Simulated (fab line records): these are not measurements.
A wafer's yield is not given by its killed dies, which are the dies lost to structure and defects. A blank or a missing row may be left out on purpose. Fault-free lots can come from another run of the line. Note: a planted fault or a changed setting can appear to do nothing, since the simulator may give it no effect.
Chamber matching ; flow gf180mcu ; GF_V1_CMP_26 on cmp-01 has 4 sister chambers
The step polishes, stops on SiO2, t overpolish 15 s, target thk 0 nm. 4 wafers are shown with their chamber, then 12 later ones without.

== WAFERS, EACH WITH ITS CHAMBER ==
wafer;chamber;motorCurrentA (A)
L088.3;3;12.1
L088.4;1;10.9
L089.4;0;9.6
L089.5;2;12.2

== WAFERS WITHOUT THEIR CHAMBER ==
wafer;motorCurrentA (A)
L090.1;12.4
L090.3;10.7
L090.4;12.5
L091.1;11.6
L091.4;10.8
L091.5;13.0
L093.2;11.8
L093.3;10.5
L093.6;9.8
L094.4;12.2
L094.5;12.2
L094.6;12.0

== WHICH CHAMBER EACH WENT THROUGH ==
wafer;from the rows above;in truth
L090.1;can't be placed: 2 or 3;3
L090.3;1;1
L090.4;can't be placed: 2 or 3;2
L091.1;can't be placed: 3 or 2 or 1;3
L091.4;1;1
L091.5;can't be placed: 2 or 3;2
L093.2;can't be placed: 3 or 2 or 1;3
L093.3;can't be placed: 1 or 0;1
L093.6;0;0
L094.4;can't be placed: 2 or 3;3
L094.5;can't be placed: 2 or 3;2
L094.6;can't be placed: 3 or 2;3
3 of 12 placed correctly. From these rows, 9 cannot be placed; in 9 the true chamber is one of the candidates. 0 placed wrongly.
How it was worked out, from the rows above alone: a wafer's distance from a chamber is the root of the sum, over the readings, of the square of ((its reading less the chamber's mean) divided by the reading's scatter). The wafer belongs to the nearest chamber; if the next one is less than 2 further off, it can't be placed. The mean given for a chamber averages the wafers shown for that chamber. The scatter: root of mean squared gap, hidden wafer to nearest shown wafer, with one shown wafer a chamber.
